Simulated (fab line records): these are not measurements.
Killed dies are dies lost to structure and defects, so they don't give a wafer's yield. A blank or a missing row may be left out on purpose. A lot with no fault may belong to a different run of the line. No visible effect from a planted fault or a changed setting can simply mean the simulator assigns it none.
Which tool did it? / flow gf180mcu / 12 lots with 36 wafers sampled at 2 steps, on a route of 602 steps

== WHAT THE GAUGES SHOWED, per wafer ==
GF_V2_THK_MEAS_25: measures by xrf.
lot=L075; measured=day 20 15:05; on=film-metro-02; V2_W_THK (nm)=350 328 351
lot=L077; measured=day 21 13:31; on=film-metro-01; V2_W_THK (nm)=334 337 339
lot=L079; measured=day 22 08:00; on=film-metro-01; V2_W_THK (nm)=338 340 338
lot=L081; measured=day 22 21:53; on=film-metro-01; V2_W_THK (nm)=334 333 333
lot=L083; measured=day 23 13:08; on=film-metro-01; V2_W_THK (nm)=339 340 339
lot=L085; measured=day 24 04:26; on=film-metro-01; V2_W_THK (nm)=335 347 349
lot=L087; measured=day 25 03:13; on=film-metro-01; V2_W_THK (nm)=335 335 335
lot=L089; measured=day 25 22:36; on=film-metro-04; V2_W_THK (nm)=345 337 337
lot=L091; measured=day 26 08:07; on=film-metro-02; V2_W_THK (nm)=348 344 341
lot=L093; measured=day 27 04:56; on=film-metro-01; V2_W_THK (nm)=329 342 342
lot=L096; measured=day 27 20:17; on=film-metro-02; V2_W_THK (nm)=337 346 346
lot=L097; measured=day 27 23:31; on=film-metro-04; V2_W_THK (nm)=337 330 326

== WHICH TOOL RAN EACH LOT (tool, then ch and the chambers of the sampled wafers, then the start) ==
lot=L075; GF_V2_STRIP_18=plasma-asher-03 ch 0,1, day 20 14:11
lot=L077; GF_V2_STRIP_18=plasma-asher-04 ch 0,1, day 21 12:38
lot=L079; GF_V2_STRIP_18=plasma-asher-02 ch 0,1, day 22 07:08
lot=L081; GF_V2_STRIP_18=plasma-asher-02 ch 0,1, day 22 21:02
lot=L083; GF_V2_STRIP_18=plasma-asher-03 ch 0,1, day 23 12:17
lot=L085; GF_V2_STRIP_18=plasma-asher-02 ch 0,1, day 24 03:34
lot=L087; GF_V2_STRIP_18=plasma-asher-03 ch 0,1, day 25 01:56
lot=L089; GF_V2_STRIP_18=plasma-asher-04 ch 1, day 25 21:44
lot=L091; GF_V2_STRIP_18=plasma-asher-03 ch 0,1, day 26 07:15
lot=L093; GF_V2_STRIP_18=plasma-asher-03 ch 0, day 27 04:03
lot=L096; GF_V2_STRIP_18=plasma-asher-04 ch 0,1, day 27 19:24
lot=L097; GF_V2_STRIP_18=plasma-asher-04 ch 0,1, day 27 22:39
- GF_V2_STRIP_18: strips in O2/N2.

== THE ANSWER, worked out from the rows above alone ==
Rule: the lots themselves supply what counts as usual. Put in order of their means at a reading, lots are off if they are a third of the lots or fewer, leave a main group of 4 or more, and stand apart from it by a gap of 3 or more times the standard deviation of the main group's means; of several such gaps the widest counts. The tables above print the reading to a certain number of digits; a main group whose means all agree to those digits is not used. A lot without any number at a reading at which 4 lots or more have one is off too. The other lots that the step has rows for count as sound.
No lot is off at any reading shown: from this, nothing can be told.

== WHAT THE SIMULATOR HAD PUT IN ==
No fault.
